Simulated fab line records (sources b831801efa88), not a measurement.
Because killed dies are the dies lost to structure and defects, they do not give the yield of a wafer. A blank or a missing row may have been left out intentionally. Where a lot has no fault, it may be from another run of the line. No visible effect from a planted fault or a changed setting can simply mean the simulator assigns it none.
Matching of chambers + flow sky130 + SKY_METAL3_ETCH_17 on rie diel-04 has 4 sister chambers
The step etches SiO2 in C4F8/O2/Ar, stops on TiN, time 3.9 s, target depth 15 nm. 8 wafers are shown with their chamber, then 7 later ones without.

## WAFERS, EACH WITH ITS CHAMBER
| wafer  | chamber | oes product au (a.u.) | chamber pressure mTorr (mTorr) |
|--------|---------|-----------------------|--------------------------------|
| L076.3 | 0       | 0.752                 | 40.03                          |
| L076.5 | 1       | 0.758                 | 39.99                          |
| L079.4 | 1       | 0.761                 | 39.94                          |
| L079.5 | 3       | 0.759                 | 39.98                          |
| L083.2 | 0       | 0.739                 | 39.96                          |
| L083.4 | 3       | 0.758                 | 40.01                          |
| L084.4 | 2       | 0.766                 | 39.99                          |
| L084.5 | 2       | 0.760                 | 39.98                          |

## WAFERS WHOSE CHAMBER IS MISSING
| wafer  | oes product au (a.u.) | chamber pressure mTorr (mTorr) |
|--------|-----------------------|--------------------------------|
| L084.6 | 0.758                 | 40.01                          |
| L092.2 | 0.754                 | 39.97                          |
| L092.3 | 0.739                 | 40.01                          |
| L092.4 | 0.757                 | 40.02                          |
| L097.1 | 0.750                 | 40.00                          |
| L097.3 | 0.745                 | 39.98                          |
| L097.6 | 0.754                 | 40.01                          |

## CHAMBER TAKEN BY EACH
| wafer  | from the rows above               | in truth                   |
|--------|-----------------------------------|----------------------------|
| L084.6 | can't be placed: 3 or 2 or 1 or 0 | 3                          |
| L092.2 | can't be placed: 1 or 3 or 2 or 0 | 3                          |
| L092.3 | 0                                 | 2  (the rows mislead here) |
| L092.4 | can't be placed: 3 or 2 or 1 or 0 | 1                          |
| L097.1 | can't be placed: 0 or 3 or 1 or 2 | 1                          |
| L097.3 | 0                                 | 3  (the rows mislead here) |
| L097.6 | can't be placed: 3 or 0 or 1 or 2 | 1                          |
Correctly placed: 0 of 7. Cannot be placed on the basis of these rows: 5; the candidates contain the true chamber in 5. Wrongly placed: 2.
How it was worked out, from the rows above alone: a wafer's distance from a chamber is the root of the sum, over the readings, of the square of ((its reading less the chamber's mean) divided by the reading's scatter). If the next closest chamber is less than 2 further off than the closest, the wafer can't be placed; otherwise it belongs to the closest. For every chamber, the mean is computed from those of its wafers that are shown. The scatter: take each reading less its chamber's mean, square it, sum over the shown wafers, divide by the number of wafers less the number of chambers, and take the root.
